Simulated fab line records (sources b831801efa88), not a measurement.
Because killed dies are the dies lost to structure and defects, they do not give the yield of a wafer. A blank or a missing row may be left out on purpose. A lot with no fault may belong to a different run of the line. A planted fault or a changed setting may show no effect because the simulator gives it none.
The tool behind it: which one? + flow sky130 + 45 wafers from 15 lots sampled at 3 of the route's 708 steps

== WHAT THE GAUGES SHOWED, per wafer ==
SKY_SONOS_ONO_CD_MEAS_13: the cd target is 410 nm.
| lot  | measured     | on       | cdNm (nm)         |
|------|--------------|----------|-------------------|
| L730 | day 12 20:42 | cdSem-01 | 412.0 413.1 409.2 |
| L732 | day 13 10:14 | cdSem-01 | 411.4 410.9 411.7 |
| L736 | day 14 16:38 | cdSem-02 | 412.0 411.0 408.2 |
| L739 | day 16 02:43 | cdSem-02 | 407.8 408.0 407.7 |
| L740 | day 16 05:22 | cdSem-01 | 409.9 409.6 410.2 |
| L741 | day 16 10:57 | cdSem-01 | 406.0 407.5 410.1 |
| L744 | day 17 10:24 | cdSem-02 | 406.2 406.5 408.5 |
| L745 | day 17 17:39 | cdSem-01 | 411.2 408.9 409.1 |
| L747 | day 18 19:02 | cdSem-02 | 411.2 409.1 411.9 |
| L748 | day 18 20:52 | cdSem-02 | 412.6 414.1 413.8 |
| L749 | day 19 10:39 | cdSem-01 | 406.6 408.0 406.6 |
| L750 | day 19 12:29 | cdSem-01 | 404.6 405.5 405.8 |
| L751 | day 19 23:11 | cdSem-01 | 413.1 415.4 413.7 |
| L752 | day 20 10:59 | cdSem-02 | 405.0 404.0 404.2 |
| L753 | day 20 16:33 | cdSem-01 | 411.5 413.8 412.3 |

SKY_POLY_GATE_CD_MEAS_22.
| lot  | measured     | on       | cdNm (nm)         |
|------|--------------|----------|-------------------|
| L730 | day 16 16:46 | cdSem-02 | 149.1 152.8 148.5 |
| L732 | day 17 05:32 | cdSem-01 | 153.2 154.9 151.9 |
| L736 | day 18 18:42 | cdSem-01 | 150.9 157.8 152.5 |
| L739 | day 20 05:48 | cdSem-01 | 149.0 148.4 149.7 |
| L740 | day 20 10:17 | cdSem-02 | 149.6 144.8 149.2 |
| L741 | day 20 16:20 | cdSem-02 | 147.4 146.4 148.0 |
| L744 | day 21 19:52 | cdSem-02 | 151.1 150.5 147.7 |
| L745 | day 22 02:28 | cdSem-02 | 149.1 150.5 148.6 |
| L747 | day 23 08:29 | cdSem-02 | 152.6 151.7 150.4 |
| L748 | day 23 06:08 | cdSem-02 | 149.2 147.6 150.6 |
| L749 | day 23 15:14 | cdSem-01 | 149.8 150.3 152.5 |
| L750 | day 23 17:24 | cdSem-02 | 147.0 149.6 149.2 |
| L751 | day 24 04:07 | cdSem-01 | 152.6 154.0 150.9 |
| L752 | day 24 17:06 | cdSem-02 | 148.6 153.3 148.8 |
| L753 | day 24 21:43 | cdSem-01 | 149.8 150.6 149.4 |

== WHAT TOOL EACH LOT RAN ON (gives the tool, then ch and the chambers of the sampled wafers, and finally the start) ==
| lot  | SKY_POLY_GATE_ETCH_15             |
|------|-----------------------------------|
| L730 | rieDiel-01 ch 0,1,3, day 16 14:02 |
| L732 | rieDiel-02 ch 0,2,3, day 17 03:01 |
| L736 | rieDiel-03 ch 0,1,3, day 18 13:15 |
| L739 | rieDiel-03 ch 1,2,3, day 20 04:03 |
| L740 | rieDiel-03 ch 0,1,3, day 20 08:33 |
| L741 | rieDiel-02 ch 2,3, day 20 14:38   |
| L744 | rieDiel-03 ch 1,2, day 21 18:08   |
| L745 | rieDiel-02 ch 2,3, day 21 23:42   |
| L747 | rieDiel-02 ch 0,2,3, day 23 05:23 |
| L748 | rieDiel-01 ch 1,2,3, day 23 04:24 |
| L749 | rieDiel-03 ch 0,3, day 23 13:26   |
| L750 | rieDiel-01 ch 0,2,3, day 23 15:42 |
| L751 | rieDiel-03 ch 0,2, day 24 02:25   |
| L752 | rieDiel-02 ch 1,2, day 24 13:37   |
| L753 | rieDiel-02 ch 1,2, day 24 19:59   |
- SKY_POLY_GATE_ETCH_15: etches BARC in N2/H2, stops on SiO2, time 118.5 s, target depth 110 nm.

== WHAT THE TOOLS THEMSELVES READ (means of the sampled wafers that have a number; where no wafer has one, the mark that the record gives instead) ==
SKY_POLY_GATE_ETCH_15.
| lot  | tool       | drypumpMotorCurrentA (A) | oesProductAu (a.u.) | throttleValvePct (%) |
|------|------------|--------------------------|---------------------|----------------------|
| L730 | rieDiel-01 | 5.4                      | 0.716               | 13.212               |
| L732 | rieDiel-02 | 6.0                      | 0.719               | 13.210               |
| L736 | rieDiel-03 | 5.4                      | 0.715               | 13.206               |
| L739 | rieDiel-03 | 5.5                      | 0.718               | 13.210               |
| L740 | rieDiel-03 | 5.4                      | 0.714               | 13.223               |
| L741 | rieDiel-02 | 6.1                      | 0.714               | 13.215               |
| L744 | rieDiel-03 | 5.6                      | 0.716               | 13.216               |
| L745 | rieDiel-02 | 6.2                      | 0.719               | 13.219               |
| L747 | rieDiel-02 | 6.0                      | 0.713               | 13.202               |
| L748 | rieDiel-01 | 5.5                      | 0.722               | 13.211               |
| L749 | rieDiel-03 | 5.6                      | 0.713               | 13.204               |
| L750 | rieDiel-01 | 5.1                      | 0.720               | 13.213               |
| L751 | rieDiel-03 | 5.7                      | 0.718               | 13.200               |
| L752 | rieDiel-02 | 6.1                      | 0.716               | 13.219               |
| L753 | rieDiel-02 | 6.0                      | 0.714               | 13.216               |

== THE ANSWER, worked out from the rows above alone ==
Rule: what is usual is taken from the lots themselves. Put in order of their means at a reading, lots are off if they are a third of the lots or fewer, leave a main group of 4 or more, and stand apart from it by a gap of 3 or more times the standard deviation of the main group's means; of several such gaps the widest counts. A main group is skipped when, at the precision printed for the reading in the tables above, its means are all equal. A lot without any number at a reading at which 4 lots or more have one is off too. Any other lot the step has rows for is counted as sound. After the gauges, taken in route order, come the tools' own readings; for these a lot's mean is taken, as printed above. At the first step where some lot is off, the reading lying furthest off is the one used; lots without a number count as furthest.
No lot is off on any of the readings shown, so nothing can be concluded from this.

== WHAT WAS PUT IN BY THE SIMULATOR ==
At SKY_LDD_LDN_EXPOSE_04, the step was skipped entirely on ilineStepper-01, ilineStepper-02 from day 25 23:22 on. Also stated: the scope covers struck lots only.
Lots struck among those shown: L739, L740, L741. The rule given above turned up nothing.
